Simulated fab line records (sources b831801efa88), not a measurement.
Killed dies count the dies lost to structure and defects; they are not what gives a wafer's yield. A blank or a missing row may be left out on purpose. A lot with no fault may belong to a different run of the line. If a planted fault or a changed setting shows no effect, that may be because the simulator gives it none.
Which tool did it? ; flow gf180mcu ; 13 lots with 39 wafers sampled at 6 steps, on a route of 602 steps

## WHAT THE GAUGES READ, wafer by wafer
GF_HV_LDD_OVL_MEAS_08. Usual: HV_LDD_OVL -0.1 nm, standard deviation 1.5.
lot;measured;on;HV_LDD_OVL (nm);flag
L618;day 10 16:02;overlay-01;-2.3 -1.0 1.1;
L619;day 10 19:28;overlay-01;-2.2 -0.7 -2.2;
L620;day 11 05:31;overlay-02;-0.1 -0.5 -0.6;
L622;day 11 23:07;overlay-02;1.5 0.8 0.7;
L625;day 12 18:07;overlay-01;1.8 0.7 0.0;
L626;day 12 23:46;overlay-02;-1.7 1.3 -2.8;
L627;day 13 08:52;overlay-02;-1.1 -0.5 -1.0;
L632;day 15 02:31;overlay-01;0.8 1.4 1.1;
L634;day 15 12:16;overlay-02;-0.6 -0.5 -0.6;
L635;day 15 18:31;overlay-01;-0.5 -0.5 0.4;
L636;day 16 06:43;overlay-01;-0.1 1.1 -0.1;
L637;day 16 12:46;overlay-01;-4.8 -2.4 -0.7;
L638;day 16 16:56;overlay-02;-0.7 -0.7 -0.2;

GF_HV_LDD_TW_MEAS_38. Usual: HV_LDD_3_TW 1419, standard deviation 8.
lot;measured;on;HV_LDD_3_TW;flag
L618;day 12 07:04;film-metro-02;1428 1424 1428;
L619;day 12 10:18;film-metro-02;1424 1429 1431;
L620;day 12 21:22;film-metro-03;1412 1411 1400;
L622;day 13 15:52;film-metro-01;1463 1457 1463;OFF
L625;day 14 13:04;film-metro-03;1410 1407 1410;
L626;day 14 17:39;film-metro-03;1452 1443 1445;OFF
L627;day 15 02:01;film-metro-02;1448 1452 1448;OFF
L632;day 16 23:31;film-metro-02;1409 1406 1414;
L634;day 17 09:09;film-metro-03;1418 1415 1419;
L635;day 17 17:07;film-metro-02;1416 1427 1422;
L636;day 18 05:57;film-metro-01;1433 1429 1428;
L637;day 18 11:37;film-metro-01;1436 1419 1433;
L638;day 18 18:19;film-metro-03;1416 1422 1418;

GF_HV_LDD_TW_MEAS_50. Usual: HV_LDD_4_TW 561.1, standard deviation 2.9.
lot;measured;on;HV_LDD_4_TW;flag
L618;day 13 03:13;film-metro-01;561.6 563.7 564.1;
L619;day 13 06:45;film-metro-01;562.8 560.0 562.3;
L620;day 13 17:25;film-metro-02;557.7 557.0 558.6;
L622;day 14 13:06;film-metro-02;562.2 561.8 562.5;
L625;day 15 10:25;film-metro-02;559.3 560.6 562.1;
L626;day 15 15:57;film-metro-02;559.1 558.9 558.4;
L627;day 15 23:42;film-metro-03;561.1 562.1 563.1;
L632;day 17 21:43;film-metro-02;561.3 562.2 559.1;
L634;day 18 08:46;film-metro-01;567.3 565.5 565.8;
L635;day 18 17:34;film-metro-03;559.3 557.4 559.9;
L636;day 19 06:19;film-metro-01;561.6 565.6 563.7;
L637;day 19 12:07;film-metro-01;566.0 568.9 565.2;
L638;day 19 19:10;film-metro-03;558.6 560.2 559.8;

GF_HV_LDD_RS_MEAS_53: measurement is done with a four-point probe. Usual: HV_LDD_RS 418.1 ohm/sq, standard deviation 0.95.
lot;measured;on;HV_LDD_RS (ohm/sq);flag
L618;day 13 03:24;film-metro-02;417.6 418.3 418.3;
L619;day 13 06:56;film-metro-03;417.9 417.9 418.6;
L620;day 13 17:36;film-metro-02;419.1 418.8 418.6;
L622;day 14 13:17;film-metro-03;411.3 412.1 410.2;OFF
L625;day 15 10:36;film-metro-03;418.3 418.6 417.3;
L626;day 15 16:08;film-metro-01;410.7 411.2 412.5;OFF
L627;day 15 23:53;film-metro-01;411.8 409.6 411.7;OFF
L632;day 17 21:54;film-metro-01;418.1 418.8 419.3;
L634;day 18 08:56;film-metro-03;418.3 418.6 417.5;
L635;day 18 17:45;film-metro-01;418.0 419.1 418.2;
L636;day 19 06:29;film-metro-03;417.0 417.2 417.6;
L637;day 19 12:18;film-metro-02;418.5 418.0 417.9;
L638;day 19 19:21;film-metro-01;419.4 419.5 417.9;

## WHAT TOOL EACH LOT RAN ON (gives the tool, then ch and the chambers of the sampled wafers, and finally the start)
lot;GF_HV_LDD_IMPLANT_35;GF_HV_LDD_RTA_52
L618;implanter-01 ch 0, day 12 06:41;rtp-anneal-02 ch 0, day 13 03:19
L619;implanter-01 ch 0, day 12 09:54;rtp-anneal-02 ch 0, day 13 06:52
L620;implanter-04 ch 0, day 12 20:59;rtp-anneal-01 ch 0, day 13 17:32
L622;implanter-01 ch 0, day 13 15:28;rtp-anneal-01 ch 0, day 14 13:13
L625;implanter-03 ch 0, day 14 12:41;rtp-anneal-01 ch 0, day 15 10:32
L626;implanter-01 ch 0, day 14 17:15;rtp-anneal-02 ch 0, day 15 16:04
L627;implanter-01 ch 0, day 15 01:37;rtp-anneal-01 ch 0, day 15 23:49
L632;implanter-04 ch 0, day 16 23:08;rtp-anneal-02 ch 0, day 17 21:50
L634;implanter-01 ch 0, day 17 08:45;rtp-anneal-01 ch 0, day 18 08:52
L635;implanter-03 ch 0, day 17 16:44;rtp-anneal-02 ch 0, day 18 17:40
L636;implanter-03 ch 0, day 18 05:33;rtp-anneal-01 ch 0, day 19 06:25
L637;implanter-03 ch 0, day 18 11:13;rtp-anneal-02 ch 0, day 19 12:13
L638;implanter-03 ch 0, day 18 17:56;rtp-anneal-01 ch 0, day 19 19:17
- GF_HV_LDD_IMPLANT_35
- GF_HV_LDD_RTA_52: time 10 s.

## AS READ BY THE TOOLS THEMSELVES (means over the sampled wafers that have a number; for cases with no such wafer, the mark the record gives instead)
GF_HV_LDD_IMPLANT_35. Usual: dose-ions-cm2 7.503e+12, standard deviation 7.8e+09; faraday-current-uA 42.4, standard deviation 0.86.
lot;tool;dose-ions-cm2;faraday-current-uA;flag
L618;implanter-01;7.510e+12;42.7;
L619;implanter-01;7.494e+12;42.6;
L620;implanter-04;7.502e+12;42.0;
L622;implanter-01;1.010e+13;58.1;OFF
L625;implanter-03;7.509e+12;42.0;
L626;implanter-01;1.011e+13;57.5;OFF
L627;implanter-01;1.011e+13;58.7;OFF
L632;implanter-04;7.501e+12;42.3;
L634;implanter-01;7.496e+12;42.5;
L635;implanter-03;7.495e+12;42.0;
L636;implanter-03;7.507e+12;42.7;
L637;implanter-03;7.504e+12;41.8;
L638;implanter-03;7.504e+12;43.2;

GF_HV_LDD_RTA_52. Usual: lamp-power-pct 28.818 %, standard deviation 0.028; wafer_temp_C_max 1002.9, standard deviation 0.67.
lot;tool;lamp-power-pct (%);wafer_temp_C_max;flag
L618;rtp-anneal-02;28.846;1003.2;
L619;rtp-anneal-02;28.839;1003.0;
L620;rtp-anneal-01;28.818;1002.4;
L622;rtp-anneal-01;28.804;1002.9;
L625;rtp-anneal-01;28.805;1002.1;
L626;rtp-anneal-02;28.832;1002.2;
L627;rtp-anneal-01;28.828;1003.6;
L632;rtp-anneal-02;28.845;1002.6;
L634;rtp-anneal-01;28.792;1003.7;
L635;rtp-anneal-02;28.813;1002.4;
L636;rtp-anneal-01;28.823;1003.3;
L637;rtp-anneal-02;28.840;1003.4;
L638;rtp-anneal-01;28.828;1002.8;

## THE ANSWER, worked out from the rows above alone
Rule: a lot is off if the mean of its wafers that have a number lies more than 3 standard deviations from the usual mean. A lot without any number at a reading at which 4 lots or more have one is off too. Any other lot the step has rows for is counted as sound. After the gauges, taken in route order, come the tools' own readings; for these a lot's mean is taken, as printed above. The first step at which some lot is off is used, and at that step the reading that is off furthest; a lot without a number counts as furthest.
Off: L622, L626, L627, seen at GF_HV_LDD_TW_MEAS_38 (HV_LDD_3_TW).
A tool fits if, at a process step before that reading, it ran every lot that is off, and no sound lot after the first of them. The gauges at GF_HV_LDD_TW_MEAS_38 aren't tried: what is off there is off at GF_HV_LDD_IMPLANT_35 too, on other tools, and a gauge's error can't cause that. Of those tried, none fits.

## WHAT THE SIMULATOR HAD INSERTED
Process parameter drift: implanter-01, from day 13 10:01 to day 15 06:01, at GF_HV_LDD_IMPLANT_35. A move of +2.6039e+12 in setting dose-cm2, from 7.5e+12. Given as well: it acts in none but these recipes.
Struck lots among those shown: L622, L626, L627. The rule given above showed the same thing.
